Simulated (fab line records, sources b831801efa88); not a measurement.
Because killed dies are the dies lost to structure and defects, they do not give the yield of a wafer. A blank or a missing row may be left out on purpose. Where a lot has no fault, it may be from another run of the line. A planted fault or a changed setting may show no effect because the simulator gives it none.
Comparing a struck lot with a sound one | flow gf180mcu | 17 steps out of a route of 602
Sound: wafers L789.1, L789.2, L789.4. Struck: wafer L780.2 (left out: L780.5, a lot-mate that was not struck); the cause follows at the end.
At each step with rows: each side's tool, then ch and its chambers, then its first start. Under that, the readings that differ: sound wafers | struck wafers | difference of the means | sigmas: that difference in standard deviations of wafers without a fault.
alike: a reading whose means differ by less than 2 such deviations, as well as words and numbers matching on both sides. not compared: withheld readings; readings where some wafer has no value; bounds like >300 that might hide an equal value; numbers whose values overlap and for which the record gives no deviation.
A row with sigmas, a row that says differs or no value, or rows on one side alone: a step with any of these is where the two part. Numbers that don't overlap but have no deviation are shown without sigmas and don't part them. Lack of a reading on every wafer of one side parts them only where that side has two or more wafers.

first, 1 step without rows for these wafers: GF_STI_DEVELOP_11 (develop time 60 s).
GF_STI_CD_MEAS_12: target cd 220 nm.
  struck on cd-sem-01, day 4 14:11; sound on cd-sem-01, day 6 09:21
  alike: cd-nm
GF_STI_ETCH_13: etches the open film in CHF3/O2, stops on Si, target depth 282.31 nm, time 112.9 s.
  sound on rie-diel-01 ch 0,1,2, day 6 09:28; struck on rie-diel-04 ch 3, day 4 14:17
  reading                | sound             | struck | difference | sigmas
  oes-product-au (a.u.)  | 0.829 0.835 0.830 | 0.845  | +0.014     | +2
  rf-hours-counter-h (h) | 151 70 76         | 156    | +57        |
  alike: chf3-flow-sccm, drypump-motor-current-A, throttle-valve-pct
GF_STI_ETCH_14: etches Si in HBr/Cl2/O2, target depth 360 nm, time 102.9 s.
  sound on rie-si-01 ch 0,2,3, day 6 09:33; struck on rie-si-02 ch 3, day 4 14:22
  reading                | sound      | struck | difference | sigmas
  rf-hours-counter-h (h) | 51 124 137 | 25     | -79        |
  alike: drypump-motor-current-A, he-backside-leak-sccm, oes-product-au, throttle-valve-pct
GF_STI_STRIP_15: strips in O2/N2.
  sound on plasma-asher-01 ch 0,1, day 6 09:38; struck on plasma-asher-03 ch 1, day 4 14:26
  alike: drypump-motor-current-A, heater-power-w, n2-flow-sccm, oes-product-au, platen-temp-c, strip-time-to-endpoint-s
  not compared: rf-hours-counter-h
then, 6 steps without rows for these wafers: GF_STI_CLEAN_16 (cleans in dHF, time 25 s); GF_STI_WET_ETCH_17 (etches Si3N4 in H3PO4, target depth 45 nm, time 514 s); GF_STI_CLEAN_18 (cleans in SC1/SC2, time 150 s); GF_STI_CLEAN_19 (cleans in dHF, time 20 s); GF_STI_WET_ETCH_20 (etches SiO2 in dHF, target depth 20 nm, time 400 s); GF_STI_OXIDATION_21 (stabilise 600 s, purge 300 s, target thk 15 nm).
GF_STI_THK_MEAS_22:
  struck on film-metro-03, day 4 16:18; sound on film-metro-04, day 6 11:50
  alike: STI_OXIDATION_01_THK
GF_STI_CVD_23: deposits SiO2, target thk 650 nm, time 108.3 s.
  sound on hdpcvd-01 ch 1,2, day 6 11:54; struck on hdpcvd-02 ch 1, day 4 16:21
  reading                              | sound             | struck | difference | sigmas
  model.SiO2_of_STI_CVD_23.thk-nm (nm) | 658.9 664.1 659.7 | 707.5  | +46.6      |
  alike: susceptor-temp-C
GF_STI_THK_MEAS_24:
  struck on film-metro-01, day 4 16:26; sound on film-metro-03, day 6 11:59
  reading             | sound       | struck | difference | sigmas
  STI_CVD_23_THK (nm) | 659 665 660 | 708    | +47        | +6
GF_STI_CMP_25: polishes, stops on Si3N4, t overpolish 33 s, target thk 524.6 nm.
  sound on cmp-01 ch 0,1,3, day 6 12:05; struck on cmp-02 ch 3, day 4 16:35
  reading                    | sound             | struck | difference | sigmas
  slurry-filter-dp-kPa (kPa) | 13.45 13.46 13.61 | 13.79  | +0.28      | +2
  time-to-endpoint-s (s)     | 120 119 126       | 135    | +13        | +3
  alike: motor-current-A
then, 2 steps without rows for these wafers: GF_STI_WET_ETCH_26 (etches SiO2 in dHF, target depth 94 nm, time 188 s); GF_PASSIVATION_PROBE_99.

WHERE THEY PART
At GF_STI_ETCH_13 first; at GF_STI_CMP_25 last (within this record only).

WHY: what the simulator had put in
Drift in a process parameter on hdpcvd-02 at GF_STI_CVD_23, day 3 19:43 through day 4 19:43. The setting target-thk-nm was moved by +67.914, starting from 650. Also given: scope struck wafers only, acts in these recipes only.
